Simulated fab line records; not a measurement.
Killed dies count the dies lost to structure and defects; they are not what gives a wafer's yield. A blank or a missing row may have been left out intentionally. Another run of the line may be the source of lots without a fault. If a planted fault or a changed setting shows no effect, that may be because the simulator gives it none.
Which tool did it?	flow gf180mcu	11 lots with 33 wafers sampled at 2 steps, on a route of 602 steps

WHAT THE GAUGES SHOWED, per wafer
GF_STI_THK_MEAS_04.
lot	measured	on	STI_CVD_03_THK (nm)
L262	day 1 18:35	film_metro-02	205.1 206.5 206.6
L265	day 2 09:51	film_metro-04	207.1 207.2 208.6
L267	day 2 19:41	film_metro-03	206.6 208.3 207.5
L268	day 3 01:11	film_metro-02	209.7 208.8 209.3
L269	day 3 06:14	film_metro-02	209.1 207.9 209.9
L271	day 3 15:35	film_metro-02	205.7 206.8 206.1
L272	day 3 22:34	film_metro-02	205.9 206.2 206.8
L274	day 4 06:34	film_metro-02	159.4 161.1 159.8
L275	day 4 11:53	film_metro-02	157.1 156.2 157.2
L278	day 5 03:36	film_metro-02	209.7 209.2 207.7
L284	day 6 10:25	film_metro-02	209.1 208.7 206.3

WHICH TOOL RAN EACH LOT (tool, then ch and the chambers of the sampled wafers, then the start)
lot	GF_STI_CVD_03
L262	lpcvd-01 ch 1, day 1 16:34
L265	lpcvd-02 ch 0, day 2 07:52
L267	lpcvd-01 ch 1, day 2 17:41
L268	lpcvd-01 ch 0, day 2 23:12
L269	lpcvd-01 ch 1, day 3 04:15
L271	lpcvd-01 ch 1, day 3 13:34
L272	lpcvd-01 ch 1, day 3 20:34
L274	lpcvd-01 ch 0, day 4 04:34
L275	lpcvd-01 ch 1, day 4 09:55
L278	lpcvd-02 ch 0, day 5 01:37
L284	lpcvd-02 ch 1, day 6 08:26
- GF_STI_CVD_03: deposits Si3N4 from DCS/NH3, target thk 207.16 nm, time 3551 s.

THE ANSWER, worked out from the rows above alone
Rule: what is usual is taken from the lots themselves. The widest of any qualifying gaps counts: lots, ordered by their means at a reading, are off when they make up no more than a third of the lots, leave a main group of 4 or more, and stand apart from it by 3 or more times the standard deviation of that group's means. A main group is skipped when, at the precision printed for the reading in the tables above, its means are all equal. Also off: a lot with no number at a reading for which 4 or more lots have one. Where the step has rows for the other lots, those lots are counted as sound.
Off: L274, L275, seen at GF_STI_THK_MEAS_04 (STI_CVD_03_THK). Main group: mean 207.6 nm, sd 1.2.
If a tool, at a process step before that reading, ran all the lots that are off and no sound lot after the first of them, it fits. Gauges at GF_STI_THK_MEAS_04: tried the same way as those tools. One fits: GF_STI_CVD_03 on lpcvd-01. Its last sound lot is L272 (day 3 20:34), its first lot that is off L274 (day 4 04:34): a fault that began between those two fits.

WHAT HAD BEEN PUT IN BY THE SIMULATOR
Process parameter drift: lpcvd-01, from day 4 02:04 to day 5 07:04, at GF_STI_CVD_03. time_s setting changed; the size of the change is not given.
Shown lots that were struck: L274, L275. The rule above found the same.
